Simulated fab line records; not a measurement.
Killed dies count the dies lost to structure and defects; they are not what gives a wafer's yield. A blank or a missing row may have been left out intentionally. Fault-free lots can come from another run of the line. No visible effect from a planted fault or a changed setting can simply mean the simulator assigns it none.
The tool behind it: which one? || flow gf180mcu || Sampling: 6 lots, 18 wafers, 3 of 602 route steps

== WHAT THE GAUGES READ, wafer by wafer ==
GF_MVPSD_OVL_MEAS_07.
{"lot": "L818", "measured": "day 5 12:13", "on": "overlay-01", "MVPSD_OVL (nm)": "-0.5 -0.3 -2.1"}
{"lot": "L822", "measured": "day 6 13:05", "on": "overlay-01", "MVPSD_OVL (nm)": "0.3 -0.6 -1.3"}
{"lot": "L824", "measured": "day 7 03:33", "on": "overlay-02", "MVPSD_OVL (nm)": "-0.7 -2.5 -2.6"}
{"lot": "L826", "measured": "day 7 13:33", "on": "overlay-02", "MVPSD_OVL (nm)": "-2.3 0.2 1.7"}
{"lot": "L828", "measured": "day 8 02:37", "on": "overlay-01", "MVPSD_OVL (nm)": "-2.3 -2.3 -0.8"}
{"lot": "L836", "measured": "day 10 00:38", "on": "overlay-01", "MVPSD_OVL (nm)": "0.2 -1.7 -0.5"}

== TOOL THAT RAN EACH LOT (tool first, then ch and the chambers of the sampled wafers, then the start) ==
{"lot": "L818", "GF_STI_ETCH_14": "rie si-02 ch 0,3, day 2 11:56", "GF_NWELL_STRIP_10": "plasma asher-04 ch 0,1, day 3 18:09"}
{"lot": "L822", "GF_STI_ETCH_14": "rie si-01 ch 0,2,3, day 3 08:18", "GF_NWELL_STRIP_10": "plasma asher-04 ch 0,1, day 4 17:01"}
{"lot": "L824", "GF_STI_ETCH_14": "rie si-01 ch 1,2, day 3 20:58", "GF_NWELL_STRIP_10": "plasma asher-03 ch 0,1, day 5 06:06"}
{"lot": "L826", "GF_STI_ETCH_14": "rie si-02 ch 0,1, day 4 05:31", "GF_NWELL_STRIP_10": "plasma asher-03 ch 0,1, day 5 14:22"}
{"lot": "L828", "GF_STI_ETCH_14": "rie si-01 ch 1,3, day 4 15:40", "GF_NWELL_STRIP_10": "plasma asher-04 ch 0,1, day 6 02:55"}
{"lot": "L836", "GF_STI_ETCH_14": "rie si-02 ch 0,1,2, day 6 07:43", "GF_NWELL_STRIP_10": "plasma asher-03 ch 0,1, day 7 20:42"}
- GF_STI_ETCH_14: etches Si in HBr/Cl2/O2, target depth 360 nm, time 102.9 s.
- GF_NWELL_STRIP_10: strips in O2/N2.

== THE ANSWER, worked out from the rows above alone ==
Rule: the usual values come from the lots themselves. The widest of any qualifying gaps counts: lots, ordered by their means at a reading, are off when they make up no more than a third of the lots, leave a main group of 4 or more, and stand apart from it by 3 or more times the standard deviation of that group's means. A main group whose means are all the same, to the digits that the tables above print for the reading, isn't used. Also off: a lot with no number at a reading for which 4 or more lots have one. All remaining lots with rows at the step are treated as sound.
No lot is off at any reading shown: from this, nothing can be told.

== WHAT THE SIMULATOR HAD INSERTED ==
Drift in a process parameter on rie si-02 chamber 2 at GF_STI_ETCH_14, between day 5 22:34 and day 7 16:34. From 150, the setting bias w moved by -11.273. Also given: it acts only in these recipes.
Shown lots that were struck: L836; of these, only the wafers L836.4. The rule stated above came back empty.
